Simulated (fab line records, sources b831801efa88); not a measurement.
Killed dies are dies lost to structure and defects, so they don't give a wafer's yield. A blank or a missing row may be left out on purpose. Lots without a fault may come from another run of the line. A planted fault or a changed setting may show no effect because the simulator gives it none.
One fault seen from 2 desks | flow gf180mcu | each desk has only its own numbers; what lay behind them comes last

THE METROLOGY DESK
What the gauges read, lot by lot, whatever tool the lot ran on: means of the sampled wafers that have a number. A lot is out of limits, marked OUT, if its mean lies more than 4 standard deviations from the usual mean; the brackets give that distance.
Columns: A = SAB_CVD_00_THK at GF_SAB_THK_MEAS_01, usual 49.8 nm
lot  | first seen here | A
L922 | day 14 14:15    | 49.6
L930 | day 17 17:49    | 48.9
L928 | day 17 17:56    | 48.9
L929 | day 17 18:12    | 50.1
L933 | day 18 16:53    | 50.3
L935 | day 19 01:30    | 50.8
L938 | day 19 20:35    | 49.9
L936 | day 20 00:50    | 49.8
L937 | day 20 01:26    | 49.6
L939 | day 20 10:02    | 50.4
L941 | day 20 20:08    | 49.9
L942 | day 21 05:48    | 49.8
L943 | day 21 13:33    | 49.6
This desk's finding: nothing out of limits on any of the 13 lots.

THE TOOL OWNER'S DESK: wet_bench-01
The tool's own readings at GF_SAB_WET_ETCH_12 (etches SiO2 in dHF, target depth 22 nm, time 440 s): means of the sampled wafers that have a number, for each lot that ran on this tool. A lot is out of limits, marked OUT, if its mean lies more than 4 standard deviations from the usual mean; the brackets give that distance.
Columns: A = bath_heat_duty_pct at GF_SAB_WET_ETCH_12, usual 6.1 %; B = run_length_s at GF_SAB_WET_ETCH_12, usual 469 s
lot  | first seen here | A   | B
L935 | day 20 01:31    | 6.3 | 467
L938 | day 20 20:28    | 5.9 | 474
L937 | day 21 01:31    | 6.1 | 467
L941 | day 21 19:28    | 6.1 | 465
L942 | day 22 05:29    | 5.9 | 467
This desk's finding: nothing out of limits on any of the 5 lots.

PUT TOGETHER
The metrology desk saw nothing out of limits.
The tool owner's desk saw nothing out of limits.

WHAT THE SIMULATOR HAD PUT IN
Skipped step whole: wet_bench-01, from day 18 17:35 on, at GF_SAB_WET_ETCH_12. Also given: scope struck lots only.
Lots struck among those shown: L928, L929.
